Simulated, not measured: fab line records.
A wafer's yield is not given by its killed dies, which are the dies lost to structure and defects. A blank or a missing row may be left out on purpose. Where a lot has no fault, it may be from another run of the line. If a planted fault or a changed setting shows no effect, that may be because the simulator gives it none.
Comparing a struck lot with a sound one :: flow sky130 :: 43 steps out of a route of 708
Sound: wafers L693.2, L693.4, L693.6. Wafers struck: L696.1, L696.4, L696.6. The cause comes at the end.
Each step with rows lists, per side, the tool, then ch with its chambers, then its first start. Under that, the readings that differ: sound wafers :: struck wafers :: difference of the means :: sigmas: that difference in standard deviations of wafers without a fault.
alike: readings with means less than 2 such deviations apart, plus words and numbers identical on both sides. not compared: withheld readings, readings lacking a value on some wafer, bounds such as >300 that could conceal the same value, and numbers that have no deviation in the record and whose values overlap.
The two part at a step that has a row with sigmas, a row that says differs or no value, or rows on one side only. Non-overlapping numbers with no deviation appear without sigmas and do not part them. Lack of a reading on every wafer of one side parts them only where that side has two or more wafers.

first, 3 steps without rows for these wafers: SKY_LDD_P_EXPOSE_04 (exposes mask PSDM, target cd 380 nm); SKY_LDD_P_PEB_05; SKY_LDD_P_DEVELOP_06 (develop time 60 s).
SKY_LDD_P_CD_MEAS_07: the cd target is 380 nm.
  sound on cd sem-01, day 19 09:49; struck on cd sem-01, day 20 19:08
  alike: cd nm
SKY_LDD_P_OVL_MEAS_08:
  sound on overlay-02, day 19 09:55; struck on overlay-01, day 20 19:15
  alike: LDD_P_OVL
following that, these wafers have no rows for 1 step: SKY_LDD_P_IMPLANT_09.
SKY_LDD_P_STRIP_10: strips in O2/N2.
  sound on plasma asher-01 ch 0,1, day 19 10:06; struck on plasma asher-01 ch 0, day 20 19:26
  alike: drypump motor current A, oes product au, strip time to endpoint s
  not compared: rf hours counter h
SKY_LDD_P_TW_MEAS_11:
  sound on film metro-01, day 19 10:13; struck on film metro-01, day 20 19:32
  alike: LDD_P_TW
then, 4 steps without rows for these wafers: SKY_LDD_HVN_DEHYDRATE_00 (time 60 s); SKY_LDD_HVN_HMDS_01 (prime time 60 s); SKY_LDD_HVN_COAT_02 (resist thk 300 nm); SKY_LDD_HVN_SOFTBAKE_03 (time 60 s).
SKY_LDD_HVN_EXPOSE_04: exposes mask HVNTM, target cd 700 nm.
  sound on iline stepper-01 ch 0, day 20 01:32; struck on iline stepper-02 ch 0, day 21 10:32
reading: mask
sound: HVNTM#0 HVNTM#0 HVNTM#0
struck: LDNTM#0 LDNTM#0 LDNTM#0
difference: differs
sigmas: 
then, 2 steps without rows for these wafers: SKY_LDD_HVN_PEB_05; SKY_LDD_HVN_DEVELOP_06 (develop time 60 s).
SKY_LDD_HVN_OVL_MEAS_07:
  sound on overlay-02, day 20 16:31; struck on overlay-01, day 22 01:29
reading: LDD_HVN_OVL (nm)
sound: -3.3 -0.3 -4.8
struck: - - -
difference: no value on the struck wafers
sigmas: 
following that, these wafers have no rows for 1 step: SKY_LDD_HVN_IMPLANT_08.
SKY_LDD_HVN_STRIP_09: strips in O2/N2.
  sound on plasma asher-01 ch 0,1, day 20 16:41; struck on plasma asher-03 ch 0,1, day 22 01:40
  alike: drypump motor current A, oes product au, strip time to endpoint s
  not compared: rf hours counter h
SKY_LDD_HVN_TW_MEAS_10:
  sound on film metro-03, day 20 16:48; struck on film metro-03, day 22 01:46
reading: LDD_HVN_TW
sound: 1423 1414 1417
struck: 30 30 30
difference: -1388
sigmas: -99 or more
then, 7 steps without rows for these wafers: SKY_LDD_HVP_DEHYDRATE_00 (time 60 s); SKY_LDD_HVP_HMDS_01 (prime time 60 s); SKY_LDD_HVP_COAT_02 (resist thk 300 nm); SKY_LDD_HVP_SOFTBAKE_03 (time 60 s); SKY_LDD_HVP_EXPOSE_04 (exposes mask HVPTM, target cd 700 nm); SKY_LDD_HVP_PEB_05; SKY_LDD_HVP_DEVELOP_06 (develop time 60 s).
SKY_LDD_HVP_OVL_MEAS_07:
  sound on overlay-02, day 21 22:57; struck on overlay-01, day 23 08:03
  alike: LDD_HVP_OVL
following that, these wafers have no rows for 1 step: SKY_LDD_HVP_IMPLANT_08.
SKY_LDD_HVP_STRIP_09: strips in O2/N2.
  sound on plasma asher-02 ch 0,1, day 21 23:08; struck on plasma asher-04 ch 0,1, day 23 08:14
  alike: drypump motor current A, oes product au, strip time to endpoint s
  not compared: rf hours counter h
SKY_LDD_HVP_TW_MEAS_10:
  sound on film metro-02, day 21 23:14; struck on film metro-02, day 23 08:20
  alike: LDD_HVP_TW
then, 7 steps without rows for these wafers: SKY_LDD_LDN_DEHYDRATE_00 (time 60 s); SKY_LDD_LDN_HMDS_01 (prime time 60 s); SKY_LDD_LDN_COAT_02 (resist thk 1140 nm); SKY_LDD_LDN_SOFTBAKE_03 (time 60 s); SKY_LDD_LDN_EXPOSE_04 (exposes mask LDNTM, target cd 700 nm); SKY_LDD_LDN_PEB_05; SKY_LDD_LDN_DEVELOP_06 (develop time 60 s).
SKY_LDD_LDN_OVL_MEAS_07:
  sound on overlay-02, day 23 04:53; struck on overlay-02, day 24 14:08
  alike: LDD_LDN_OVL
then, 4 steps without rows for these wafers: SKY_LDD_LDN_IMPLANT_08; SKY_LDD_LDN_IMPLANT_09; SKY_LDD_LDN_IMPLANT_10; SKY_LDD_LDN_IMPLANT_11.
SKY_LDD_LDN_TW_MEAS_13:
  sound on film metro-04, day 23 05:38; struck on film metro-02, day 24 14:52
reading: LDD_LDN_TW
sound: 1490 1494 1498
struck: 1833 1827 1828
difference: +335
sigmas: +28

== WHERE THEY PART ==
Last at SKY_LDD_LDN_TW_MEAS_13 as far as this record goes, first at SKY_LDD_HVN_EXPOSE_04.

WHY: whatever the simulator had introduced
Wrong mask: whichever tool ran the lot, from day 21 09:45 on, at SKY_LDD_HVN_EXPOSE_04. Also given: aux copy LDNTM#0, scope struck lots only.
